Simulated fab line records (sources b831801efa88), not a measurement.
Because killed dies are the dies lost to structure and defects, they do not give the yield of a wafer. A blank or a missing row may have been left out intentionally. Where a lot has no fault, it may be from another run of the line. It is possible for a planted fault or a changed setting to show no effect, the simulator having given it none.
The tool behind it: which one?	flow gf180mcu	12 lots, 36 wafers sampled, at 6 steps of a route of 602

## WHAT THE GAUGES READ, wafer by wafer
GF_VT_IMPLANT_OVL_MEAS_18.
lot	measured	on	VT_IMPLANT_01_OVL (nm)
L143	day 6 07:41	overlay-01	0.7 0.8 2.1
L144	day 6 14:46	overlay-02	-1.4 -3.2 -1.9
L145	day 6 23:04	overlay-02	-2.4 -3.2 -2.3
L146	day 7 02:41	overlay-02	-0.5 -2.4 -1.5
L147	day 7 10:01	overlay-02	-2.4 -2.4 -1.7
L149	day 8 00:52	overlay-01	1.2 0.4 1.4
L150	day 8 08:01	overlay-02	-2.5 -1.5 -1.5
L152	day 8 21:22	overlay-02	-2.5 -2.9 -2.0
L153	day 9 02:28	overlay-02	-2.0 -1.7 -2.4
L163	day 11 14:04	overlay-02	-1.3 -1.7 1.4
L165	day 12 01:46	overlay-02	-0.9 -1.0 -1.7
L166	day 12 10:46	overlay-02	-2.4 -3.1 0.1

GF_DUAL_GATE_OVL_MEAS_11.
lot	measured	on	DUAL_GATE_OVL (nm)
L143	day 8 10:53	overlay-02	-1.4 -2.4 0.9
L144	day 8 18:40	overlay-01	-0.6 -2.3 -1.3
L145	day 9 03:25	overlay-02	-2.8 -0.8 -0.4
L146	day 9 08:05	overlay-01	1.4 0.4 3.2
L147	day 9 16:43	overlay-01	-0.9 0.2 1.8
L149	day 10 09:16	overlay-01	1.1 1.8 0.0
L150	day 11 00:55	overlay-02	0.3 -1.5 0.0
L152	day 11 08:04	overlay-01	5.1 3.5 5.8
L153	day 11 14:46	overlay-01	0.2 0.1 1.7
L163	day 14 03:58	overlay-01	0.8 0.4 1.9
L165	day 14 22:49	overlay-01	0.3 -0.9 -0.2
L166	day 15 04:40	overlay-01	-2.1 -2.0 -1.2

GF_HV_LDD_CD_MEAS_07: target cd 400 nm.
lot	measured	on	cd-nm (nm)
L143	day 10 02:44	cd-sem-02	400.8 400.1 400.4
L144	day 10 11:55	cd-sem-02	396.3 396.9 394.7
L145	day 10 19:58	cd-sem-02	396.9 395.7 396.0
L146	day 11 07:10	cd-sem-02	399.2 397.3 398.3
L147	day 11 13:52	cd-sem-02	399.9 402.3 398.0
L149	day 12 07:16	cd-sem-02	402.5 401.4 402.7
L150	day 12 23:04	cd-sem-02	398.3 397.7 397.5
L152	day 13 02:58	cd-sem-02	398.2 398.0 400.5
L153	day 13 11:53	cd-sem-02	400.9 397.9 398.0
L163	day 16 06:31	cd-sem-02	- - -
L165	day 17 01:37	cd-sem-01	401.9 403.8 402.3
L166	day 17 08:23	cd-sem-01	400.8 401.4 397.8

GF_HV_LDD_TW_MEAS_11.
lot	measured	on	HV_LDD_TW
L143	day 10 03:08	film-metro-02	2410 2393 2392
L144	day 10 12:20	film-metro-03	2410 2432 2409
L145	day 10 20:23	film-metro-03	2425 2413 2408
L146	day 11 07:33	film-metro-03	2388 2373 2384
L147	day 11 14:17	film-metro-03	2381 2383 2385
L149	day 12 07:40	film-metro-02	2379 2376 2386
L150	day 12 23:29	film-metro-03	2382 2404 2386
L152	day 13 03:23	film-metro-01	2418 2406 2399
L153	day 13 12:17	film-metro-02	2410 2405 2394
L163	day 16 06:55	film-metro-03	30 30 30 30 30 30
L165	day 17 02:01	film-metro-01	2410 2410 2416
L166	day 17 08:47	film-metro-02	2369 2373 2380

## WHAT TOOL EACH LOT RAN ON (gives the tool, then ch and the chambers of the sampled wafers, and finally the start)
lot	GF_HV_LDD_EXPOSE_04	GF_HV_LDD_STRIP_10
L143	iline-stepper-01 ch 0, day 9 18:47	plasma-asher-01 ch 0,1, day 10 03:02
L144	iline-stepper-01 ch 0, day 10 03:25	plasma-asher-01 ch 0,1, day 10 12:14
L145	iline-stepper-01 ch 0, day 10 11:07	plasma-asher-02 ch 0,1, day 10 20:17
L146	iline-stepper-02 ch 0, day 10 21:20	plasma-asher-01 ch 0,1, day 11 07:28
L147	iline-stepper-01 ch 0, day 11 04:21	plasma-asher-01 ch 0,1, day 11 14:11
L149	iline-stepper-01 ch 0, day 11 22:10	plasma-asher-01 ch 0,1, day 12 07:34
L150	iline-stepper-01 ch 0, day 12 13:25	plasma-asher-02 ch 0,1, day 12 23:23
L152	iline-stepper-01 ch 0, day 12 17:33	plasma-asher-03 ch 0, day 13 03:17
L153	iline-stepper-01 ch 0, day 13 01:38	plasma-asher-03 ch 1, day 13 12:11
L163	iline-stepper-01 ch 0, day 15 19:02	plasma-asher-02 ch 0,1, day 16 06:49
L165	iline-stepper-02 ch 0, day 16 14:35	plasma-asher-02 ch 0,1, day 17 01:55
L166	iline-stepper-01 ch 0, day 16 20:58	plasma-asher-01 ch 0, day 17 08:41
- GF_HV_LDD_EXPOSE_04: exposes mask Nplus LV AREA, target cd 400 nm.
- GF_HV_LDD_STRIP_10: strips in O2/N2.

## AS READ BY THE TOOLS THEMSELVES (means over the sampled wafers that have a number; for cases with no such wafer, the mark the record gives instead)
GF_HV_LDD_STRIP_10.
lot	tool	drypump-motor-current-A (A)	heater-power-w (W)	oes-product-au (a.u.)	strip-time-to-endpoint-s (s)
L143	plasma-asher-01	5.7	340	0.716	12.66
L144	plasma-asher-01	5.7	345	0.716	12.70
L145	plasma-asher-02	6.3	286	0.715	12.63
L146	plasma-asher-01	5.7	343	0.717	12.72
L147	plasma-asher-01	6.0	355	0.714	12.65
L149	plasma-asher-01	5.7	343	0.713	12.65
L150	plasma-asher-02	6.0	300	0.716	12.60
L152	plasma-asher-03	6.6	308	0.714	12.65
L153	plasma-asher-03	5.7	367	0.715	12.64
L163	plasma-asher-02	6.0	299	0.717	12.58
L165	plasma-asher-02	6.0	299	0.719	12.58
L166	plasma-asher-01	5.3	335	0.714	12.62

## THE ANSWER, worked out from the rows above alone
Rule: usual is defined by the lots themselves. Put in order of their means at a reading, lots are off if they are a third of the lots or fewer, leave a main group of 4 or more, and stand apart from it by a gap of 3 or more times the standard deviation of the main group's means; of several such gaps the widest counts. Not used: any main group whose means are identical at the precision the tables above print for the reading. A lot without any number at a reading at which 4 lots or more have one is off too. Any other lot the step has rows for is counted as sound. First the gauges in route order, then the tools' own readings, where a lot's mean is used as printed above. The first step at which some lot is off is used, and at that step the reading that is off furthest; a lot without a number counts as furthest.
Off at GF_HV_LDD_CD_MEAS_07 (cd-nm): L163. Without a number there: L163. For the main group the mean is 399.2 nm and the standard deviation 2.1.
A tool fits if, at a process step before that reading, it ran every lot that is off, and no sound lot after the first of them. The gauges at GF_HV_LDD_CD_MEAS_07 aren't tried: what is off there is off at GF_HV_LDD_TW_MEAS_11 too, on other tools, and a gauge's error can't cause that. Of those tried, none fits.

## WHAT THE SIMULATOR HAD INSERTED
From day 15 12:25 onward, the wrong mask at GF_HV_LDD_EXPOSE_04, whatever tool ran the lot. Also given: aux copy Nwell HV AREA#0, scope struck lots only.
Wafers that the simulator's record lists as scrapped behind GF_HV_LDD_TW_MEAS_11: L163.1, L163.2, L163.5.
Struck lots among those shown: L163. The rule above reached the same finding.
